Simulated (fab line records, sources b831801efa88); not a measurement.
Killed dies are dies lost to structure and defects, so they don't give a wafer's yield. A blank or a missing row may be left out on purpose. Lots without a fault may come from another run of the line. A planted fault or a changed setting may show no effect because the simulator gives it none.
Which tool did it? | flow sky130 | 11 lots, 33 wafers sampled, at 5 steps of a route of 708

WHAT THE GAUGES READ, wafer by wafer
SKY_PASSIVATION_THK_MEAS_01.
lot  | measured     | on            | PASSIVATION_CVD_00_THK (nm)
L854 | day 43 12:55 | film_metro-04 | 90.1 91.4 89.7
L856 | day 44 21:04 | film_metro-02 | 90.9 89.8 92.2
L858 | day 45 00:50 | film_metro-04 | 89.6 90.6 91.0
L857 | day 45 02:18 | film_metro-04 | 88.7 89.8 90.3
L859 | day 45 03:26 | film_metro-02 | 89.8 88.1 90.4
L861 | day 46 03:14 | film_metro-04 | 89.0 89.9 90.8
L862 | day 46 04:38 | film_metro-01 | 88.8 91.3 91.1
L863 | day 46 07:44 | film_metro-04 | 89.2 90.7 90.8
L864 | day 46 10:37 | film_metro-04 | 89.4 88.5 90.8
L873 | day 48 19:56 | film_metro-01 | 89.7 80.8 90.8 89.7 80.8 90.7
L876 | day 50 02:16 | film_metro-01 | 87.7 89.1 89.7

WHICH TOOL RAN EACH LOT (tool, then ch and the chambers of the sampled wafers, then the start)
lot  | SKY_CAP2M_STRIP_14                   | SKY_VIA4_ETCH_12                   | SKY_METAL5_SPUTTER_02        | SKY_PASSIVATION_CVD_00
L854 | plasma_asher-04 ch 0,1, day 40 09:08 | rie_diel-03 ch 1,2,3, day 42 11:41 | pvd_sputter-01, day 42 13:31 | pecvd-01 ch 0,2, day 43 12:52
L856 | plasma_asher-04 ch 0,1, day 41 23:12 | rie_diel-03 ch 0,1,3, day 43 21:59 | pvd_sputter-04, day 43 23:23 | pecvd-01 ch 1,2, day 44 21:03
L858 | plasma_asher-04 ch 0, day 42 01:28   | rie_diel-02 ch 0,2, day 44 00:38   | pvd_sputter-03, day 44 02:03 | pecvd-03 ch 1,2, day 45 00:49
L857 | plasma_asher-03 ch 0,1, day 42 01:38 | rie_diel-04 ch 0,1,2, day 44 01:55 | pvd_sputter-03, day 44 03:34 | pecvd-02 ch 0,2, day 45 02:17
L859 | plasma_asher-03 ch 0,1, day 42 03:32 | rie_diel-02 ch 1,2, day 44 03:37   | pvd_sputter-01, day 44 05:02 | pecvd-01 ch 1,2, day 45 03:25
L861 | plasma_asher-04 ch 0,1, day 43 05:53 | rie_diel-04 ch 0,2, day 45 03:17   | pvd_sputter-01, day 45 04:42 | pecvd-02 ch 0,1, day 46 03:13
L862 | plasma_asher-02 ch 0,1, day 43 06:49 | rie_diel-02 ch 1,3, day 45 05:35   | pvd_sputter-03, day 45 06:59 | pecvd-01 ch 0,1,2, day 46 04:37
L863 | plasma_asher-03 ch 0,1, day 43 09:36 | rie_diel-04 ch 0,1,2, day 45 08:08 | pvd_sputter-03, day 45 09:35 | pecvd-01 ch 0,1,2, day 46 07:43
L864 | plasma_asher-02 ch 0,1, day 43 12:59 | rie_diel-04 ch 1,2,3, day 45 11:08 | pvd_sputter-01, day 45 12:35 | pecvd-01 ch 0,2, day 46 10:35
L873 | plasma_asher-02 ch 0,1, day 46 07:06 | rie_diel-03 ch 1,2, day 47 22:29   | pvd_sputter-01, day 48 00:10 | pecvd-02 ch 0,1, day 48 19:55
L876 | plasma_asher-03 ch 0,1, day 47 17:25 | rie_diel-03 ch 1,2, day 49 08:08   | pvd_sputter-04, day 49 09:33 | pecvd-03 ch 0,1, day 50 02:13
- SKY_CAP2M_STRIP_14: strips in O2/N2.
- SKY_VIA4_ETCH_12: etches SiO2 in C4F8/O2/Ar, stops on TiN, target depth 580 nm.
- SKY_METAL5_SPUTTER_02: material AlCu, target thk 1150 nm, time 61.2 s.
- SKY_PASSIVATION_CVD_00: deposits SiO2, target thk 90 nm.

THE ANSWER, worked out from the rows above alone
Rule: what is usual is taken from the lots themselves. Put in order of their means at a reading, lots are off if they are a third of the lots or fewer, leave a main group of 4 or more, and stand apart from it by a gap of 3 or more times the standard deviation of the main group's means; of several such gaps the widest counts. A main group whose means are all the same, to the digits that the tables above print for the reading, isn't used. A lot without any number at a reading at which 4 lots or more have one is off too. The other lots that the step has rows for count as sound.
No lot is off at any reading shown: from this, nothing can be told.

WHAT THE SIMULATOR HAD PUT IN
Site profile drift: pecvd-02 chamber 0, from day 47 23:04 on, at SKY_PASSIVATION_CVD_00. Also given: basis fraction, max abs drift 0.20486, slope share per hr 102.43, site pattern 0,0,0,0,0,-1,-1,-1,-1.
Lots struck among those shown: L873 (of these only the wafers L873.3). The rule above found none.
